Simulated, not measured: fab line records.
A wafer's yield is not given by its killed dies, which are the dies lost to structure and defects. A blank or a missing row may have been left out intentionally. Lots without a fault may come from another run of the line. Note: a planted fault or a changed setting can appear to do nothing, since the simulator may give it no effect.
Matching of chambers + flow gf180mcu + GF_V5_CVD_00 on hdpcvd-01 has 3 sister chambers
The step deposits SiO2, target thk 300 nm, time 50 s. 14 wafers are shown with their chamber, then 7 later ones without.

WAFERS WITH THEIR CHAMBER
| wafer  | chamber | sih4FlowSccm (sccm) |
|--------|---------|---------------------|
| L522.1 | 1       | 60.13               |
| L522.4 | 1       | 60.16               |
| L522.6 | 0       | 60.20               |
| L524.1 | 1       | 59.84               |
| L524.4 | 0       | 60.22               |
| L524.6 | 1       | 59.97               |
| L523.1 | 2       | 59.96               |
| L523.5 | 0       | 60.10               |
| L523.6 | 1       | 60.34               |
| L528.1 | 1       | 60.01               |
| L528.3 | 2       | 60.28               |
| L528.6 | 0       | 60.08               |
| L531.2 | 0       | 60.19               |
| L531.4 | 0       | 59.78               |

SIGNATURES, as means of the wafers listed above
| reading      | chamber 0 | chamber 1 | chamber 2 | scatter within a chamber |
|--------------|-----------|-----------|-----------|--------------------------|
| sih4FlowSccm | 60.0950   | 60.0750   | 60.1200   | 0.175                    |
Rule: for each reading, subtract the chamber's mean from the wafer's reading, divide by that reading's scatter and square the result; add these up over the readings and take the root, which gives the wafer's distance from the chamber. The wafer belongs to the nearest chamber; if the next one is less than 2 further off, it can't be placed. The scatter: take each reading less its chamber's mean, square it, sum over the shown wafers, divide by the number of wafers less the number of chambers, and take the root.

WAFERS WITHOUT THEIR CHAMBER
| wafer  | sih4FlowSccm (sccm) |
|--------|---------------------|
| L531.6 | 59.52               |
| L530.4 | 59.59               |
| L530.5 | 60.08               |
| L530.6 | 60.07               |
| L543.3 | 59.93               |
| L543.4 | 60.06               |
| L543.6 | 60.25               |

EACH ONE'S CHAMBER
| wafer  | from the rows above          | in truth |
|--------|------------------------------|----------|
| L531.6 | can't be placed: 1 or 0 or 2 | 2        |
| L530.4 | can't be placed: 1 or 0 or 2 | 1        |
| L530.5 | can't be placed: 1 or 0 or 2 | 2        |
| L530.6 | can't be placed: 1 or 0 or 2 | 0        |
| L543.3 | can't be placed: 1 or 0 or 2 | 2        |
| L543.4 | can't be placed: 1 or 0 or 2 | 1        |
| L543.6 | can't be placed: 2 or 0 or 1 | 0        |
Correctly placed: 0 of 7. Can't be placed from these rows: 7 (the true chamber is among the candidates in 7). 0 placed wrongly.
